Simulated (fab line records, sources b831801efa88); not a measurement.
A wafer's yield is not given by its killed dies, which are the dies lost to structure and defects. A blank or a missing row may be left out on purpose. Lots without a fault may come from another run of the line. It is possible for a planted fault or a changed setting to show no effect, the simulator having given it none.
Which tool is to blame? || flow sky130 || 33 wafers from 11 lots sampled at 4 of the route's 708 steps

## WHAT THE GAUGES READ, wafer by wafer
SKY_VT_ADJUST_HVTR_CD_MEAS_07: target cd 380 nm. Usual: cd-nm 380.9 nm, standard deviation 2.6.
{"lot": "L815", "measured": "day 9 13:05", "on": "cd-sem-01", "cd-nm (nm)": "382.7 380.9 380.7", "flag": ""}
{"lot": "L817", "measured": "day 10 07:07", "on": "cd-sem-02", "cd-nm (nm)": "379.8 378.1 378.7", "flag": ""}
{"lot": "L820", "measured": "day 11 01:16", "on": "cd-sem-02", "cd-nm (nm)": "379.6 380.2 380.1", "flag": ""}
{"lot": "L821", "measured": "day 11 12:38", "on": "cd-sem-02", "cd-nm (nm)": "381.1 378.8 380.0", "flag": ""}
{"lot": "L824", "measured": "day 12 08:29", "on": "cd-sem-01", "cd-nm (nm)": "380.5 379.1 378.7", "flag": ""}
{"lot": "L828", "measured": "day 13 15:46", "on": "cd-sem-02", "cd-nm (nm)": "380.7 377.8 379.4", "flag": ""}
{"lot": "L829", "measured": "day 14 04:20", "on": "cd-sem-01", "cd-nm (nm)": "383.7 380.0 382.4", "flag": ""}
{"lot": "L831", "measured": "day 14 11:28", "on": "cd-sem-01", "cd-nm (nm)": "383.5 382.6 383.1", "flag": ""}
{"lot": "L835", "measured": "day 15 22:07", "on": "cd-sem-02", "cd-nm (nm)": "383.6 383.0 381.3", "flag": ""}
{"lot": "L836", "measured": "day 16 11:51", "on": "cd-sem-01", "cd-nm (nm)": "380.5 382.6 383.5", "flag": ""}
{"lot": "L837", "measured": "day 16 13:08", "on": "cd-sem-01", "cd-nm (nm)": "377.5 378.9 380.2", "flag": ""}

SKY_SONOS_TUNNEL_TW_MEAS_12. Usual: SONOS_TUNNEL_TW gives 197.4 (standard deviation 0.91).
{"lot": "L815", "measured": "day 11 09:23", "on": "film-metro-02", "SONOS_TUNNEL_TW": "197.2 196.9 196.9", "flag": ""}
{"lot": "L817", "measured": "day 12 06:44", "on": "film-metro-02", "SONOS_TUNNEL_TW": "197.8 196.3 195.8", "flag": ""}
{"lot": "L820", "measured": "day 13 02:42", "on": "film-metro-04", "SONOS_TUNNEL_TW": "198.6 197.5 198.0", "flag": ""}
{"lot": "L821", "measured": "day 13 15:29", "on": "film-metro-04", "SONOS_TUNNEL_TW": "197.6 197.7 197.3", "flag": ""}
{"lot": "L824", "measured": "day 14 12:12", "on": "film-metro-04", "SONOS_TUNNEL_TW": "196.8 196.1 197.6", "flag": ""}
{"lot": "L828", "measured": "day 15 23:41", "on": "film-metro-01", "SONOS_TUNNEL_TW": "155.5 154.5 154.9", "flag": "OFF"}
{"lot": "L829", "measured": "day 16 12:34", "on": "film-metro-02", "SONOS_TUNNEL_TW": "152.5 152.0 152.4", "flag": "OFF"}
{"lot": "L831", "measured": "day 16 19:29", "on": "film-metro-01", "SONOS_TUNNEL_TW": "155.6 155.2 154.9", "flag": "OFF"}
{"lot": "L835", "measured": "day 18 10:10", "on": "film-metro-04", "SONOS_TUNNEL_TW": "198.5 197.1 197.4", "flag": ""}
{"lot": "L836", "measured": "day 19 00:11", "on": "film-metro-02", "SONOS_TUNNEL_TW": "195.9 197.3 196.1", "flag": ""}
{"lot": "L837", "measured": "day 19 01:50", "on": "film-metro-02", "SONOS_TUNNEL_TW": "197.3 196.8 196.5", "flag": ""}

## EACH LOT AND THE TOOL THAT RAN IT (in order: tool; ch and the chambers of the sampled wafers; start)
{"lot": "L815", "SKY_VT_ADJUST_NCORE_STRIP_10": "plasma-asher-01 ch 0,1, day 8 17:16", "SKY_SONOS_TUNNEL_IMPLANT_09": "implanter-01 ch 0, day 11 08:53"}
{"lot": "L817", "SKY_VT_ADJUST_NCORE_STRIP_10": "plasma-asher-01 ch 0,1, day 9 09:46", "SKY_SONOS_TUNNEL_IMPLANT_09": "implanter-02 ch 0, day 12 06:19"}
{"lot": "L820", "SKY_VT_ADJUST_NCORE_STRIP_10": "plasma-asher-01 ch 0,1, day 10 04:13", "SKY_SONOS_TUNNEL_IMPLANT_09": "implanter-01 ch 0, day 13 02:17"}
{"lot": "L821", "SKY_VT_ADJUST_NCORE_STRIP_10": "plasma-asher-04 ch 0,1, day 10 14:01", "SKY_SONOS_TUNNEL_IMPLANT_09": "implanter-01 ch 0, day 13 15:04"}
{"lot": "L824", "SKY_VT_ADJUST_NCORE_STRIP_10": "plasma-asher-01 ch 0, day 11 08:25", "SKY_SONOS_TUNNEL_IMPLANT_09": "implanter-01 ch 0, day 14 11:47"}
{"lot": "L828", "SKY_VT_ADJUST_NCORE_STRIP_10": "plasma-asher-01 ch 0,1, day 12 14:10", "SKY_SONOS_TUNNEL_IMPLANT_09": "implanter-01 ch 0, day 15 23:16"}
{"lot": "L829", "SKY_VT_ADJUST_NCORE_STRIP_10": "plasma-asher-04 ch 0,1, day 13 02:10", "SKY_SONOS_TUNNEL_IMPLANT_09": "implanter-01 ch 0, day 16 12:08"}
{"lot": "L831", "SKY_VT_ADJUST_NCORE_STRIP_10": "plasma-asher-01 ch 0,1, day 13 09:46", "SKY_SONOS_TUNNEL_IMPLANT_09": "implanter-01 ch 0, day 16 19:04"}
{"lot": "L835", "SKY_VT_ADJUST_NCORE_STRIP_10": "plasma-asher-01 ch 0,1, day 14 18:21", "SKY_SONOS_TUNNEL_IMPLANT_09": "implanter-02 ch 0, day 18 09:41"}
{"lot": "L836", "SKY_VT_ADJUST_NCORE_STRIP_10": "plasma-asher-04 ch 0,1, day 15 07:07", "SKY_SONOS_TUNNEL_IMPLANT_09": "implanter-02 ch 0, day 18 23:46"}
{"lot": "L837", "SKY_VT_ADJUST_NCORE_STRIP_10": "plasma-asher-01 ch 0,1, day 15 09:17", "SKY_SONOS_TUNNEL_IMPLANT_09": "implanter-02 ch 0, day 19 01:24"}
- SKY_VT_ADJUST_NCORE_STRIP_10: strips in O2/N2.
- SKY_SONOS_TUNNEL_IMPLANT_09

## WHAT THE TOOLS THEMSELVES READ (means of the sampled wafers that have a number; where no wafer has one, the mark that the record gives instead)
SKY_VT_ADJUST_NCORE_STRIP_10. Usual: chamber-pressure-mTorr 1499.9 mTorr, standard deviation 1.5; drypump-motor-current-A 5.6 A, standard deviation 0.5; oes-product-au 0.716 a.u., standard deviation 0.0043; strip-time-to-endpoint-s 14.14 s, standard deviation 0.036.
{"lot": "L815", "tool": "plasma-asher-01", "chamber-pressure-mTorr (mTorr)": 1499.9, "drypump-motor-current-A (A)": 5.5, "oes-product-au (a.u.)": 0.716, "strip-time-to-endpoint-s (s)": 14.13, "flag": ""}
{"lot": "L817", "tool": "plasma-asher-01", "chamber-pressure-mTorr (mTorr)": 1500.0, "drypump-motor-current-A (A)": 5.2, "oes-product-au (a.u.)": 0.714, "strip-time-to-endpoint-s (s)": 14.16, "flag": ""}
{"lot": "L820", "tool": "plasma-asher-01", "chamber-pressure-mTorr (mTorr)": 1501.0, "drypump-motor-current-A (A)": 5.2, "oes-product-au (a.u.)": 0.713, "strip-time-to-endpoint-s (s)": 14.18, "flag": ""}
{"lot": "L821", "tool": "plasma-asher-04", "chamber-pressure-mTorr (mTorr)": 1499.3, "drypump-motor-current-A (A)": 6.0, "oes-product-au (a.u.)": 0.716, "strip-time-to-endpoint-s (s)": 14.19, "flag": ""}
{"lot": "L824", "tool": "plasma-asher-01", "chamber-pressure-mTorr (mTorr)": 1500.0, "drypump-motor-current-A (A)": 5.8, "oes-product-au (a.u.)": 0.716, "strip-time-to-endpoint-s (s)": 14.13, "flag": ""}
{"lot": "L828", "tool": "plasma-asher-01", "chamber-pressure-mTorr (mTorr)": 1498.6, "drypump-motor-current-A (A)": 5.2, "oes-product-au (a.u.)": 0.715, "strip-time-to-endpoint-s (s)": 14.13, "flag": ""}
{"lot": "L829", "tool": "plasma-asher-04", "chamber-pressure-mTorr (mTorr)": 1500.5, "drypump-motor-current-A (A)": 6.2, "oes-product-au (a.u.)": 0.714, "strip-time-to-endpoint-s (s)": 14.13, "flag": ""}
{"lot": "L831", "tool": "plasma-asher-01", "chamber-pressure-mTorr (mTorr)": 1500.4, "drypump-motor-current-A (A)": 5.2, "oes-product-au (a.u.)": 0.718, "strip-time-to-endpoint-s (s)": 14.13, "flag": ""}
{"lot": "L835", "tool": "plasma-asher-01", "chamber-pressure-mTorr (mTorr)": 1499.4, "drypump-motor-current-A (A)": 5.2, "oes-product-au (a.u.)": 0.713, "strip-time-to-endpoint-s (s)": 14.13, "flag": ""}
{"lot": "L836", "tool": "plasma-asher-04", "chamber-pressure-mTorr (mTorr)": 1500.6, "drypump-motor-current-A (A)": 6.1, "oes-product-au (a.u.)": 0.719, "strip-time-to-endpoint-s (s)": 14.16, "flag": ""}
{"lot": "L837", "tool": "plasma-asher-01", "chamber-pressure-mTorr (mTorr)": 1500.5, "drypump-motor-current-A (A)": 5.2, "oes-product-au (a.u.)": 0.719, "strip-time-to-endpoint-s (s)": 14.12, "flag": ""}

SKY_SONOS_TUNNEL_IMPLANT_09. Usual: dose-ions-cm2 9.999e+11, standard deviation 1.1e+09; faraday-current-uA 5.64, standard deviation 0.11.
{"lot": "L815", "tool": "implanter-01", "dose-ions-cm2": 9.988e+11, "faraday-current-uA": 5.74, "flag": ""}
{"lot": "L817", "tool": "implanter-02", "dose-ions-cm2": 1.001e+12, "faraday-current-uA": 5.67, "flag": ""}
{"lot": "L820", "tool": "implanter-01", "dose-ions-cm2": 1.000e+12, "faraday-current-uA": 5.71, "flag": ""}
{"lot": "L821", "tool": "implanter-01", "dose-ions-cm2": 9.991e+11, "faraday-current-uA": 5.76, "flag": ""}
{"lot": "L824", "tool": "implanter-01", "dose-ions-cm2": 1.000e+12, "faraday-current-uA": 5.60, "flag": ""}
{"lot": "L828", "tool": "implanter-01", "dose-ions-cm2": 4.002e+11, "faraday-current-uA": 2.26, "flag": "OFF"}
{"lot": "L829", "tool": "implanter-01", "dose-ions-cm2": 3.993e+11, "faraday-current-uA": 2.24, "flag": "OFF"}
{"lot": "L831", "tool": "implanter-01", "dose-ions-cm2": 4.002e+11, "faraday-current-uA": 2.25, "flag": "OFF"}
{"lot": "L835", "tool": "implanter-02", "dose-ions-cm2": 9.993e+11, "faraday-current-uA": 5.57, "flag": ""}
{"lot": "L836", "tool": "implanter-02", "dose-ions-cm2": 9.995e+11, "faraday-current-uA": 5.60, "flag": ""}
{"lot": "L837", "tool": "implanter-02", "dose-ions-cm2": 1.001e+12, "faraday-current-uA": 5.73, "flag": ""}

## THE ANSWER, worked out from the rows above alone
Rule: a lot counts as off when the mean over its wafers that have a number is more than 3 standard deviations away from the usual mean. A lot without any number at a reading at which 4 lots or more have one is off too. The other lots that the step has rows for count as sound. The gauges are gone through in route order, then the tools' own readings, and for those a lot's mean is taken as printed above. At the first step where some lot is off, the reading lying furthest off is the one used; lots without a number count as furthest.
Off: L828, L829, L831, at SKY_SONOS_TUNNEL_TW_MEAS_12 (SONOS_TUNNEL_TW).
If a tool, at a process step before that reading, ran all the lots that are off and no sound lot after the first of them, it fits. The gauges at SKY_SONOS_TUNNEL_TW_MEAS_12 aren't tried: what is off there is off at SKY_SONOS_TUNNEL_IMPLANT_09 too, on other tools, and a gauge's error can't cause that. One candidate fits, namely implanter-01 at SKY_SONOS_TUNNEL_IMPLANT_09. Its last sound lot is L824 (day 14 11:47), its first lot that is off L828 (day 15 23:16): a fault that began between those two fits.
The tool's own readings at SKY_SONOS_TUNNEL_IMPLANT_09 bear it out: on the lots that are off they differ by more than 5 times the standard deviation of the sound lots' means. dose-ions-cm2 reads 3.999e+11 there against 9.998e+11 on the sound lots; faraday-current-uA reads 2.25 there against 5.67 on the sound lots.

## WHAT THE SIMULATOR HAD INSERTED
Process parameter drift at SKY_SONOS_TUNNEL_IMPLANT_09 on implanter-01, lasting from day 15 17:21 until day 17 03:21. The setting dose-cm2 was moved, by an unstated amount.
Lots struck among those shown: L828, L829, L831. The rule given above showed the same thing.
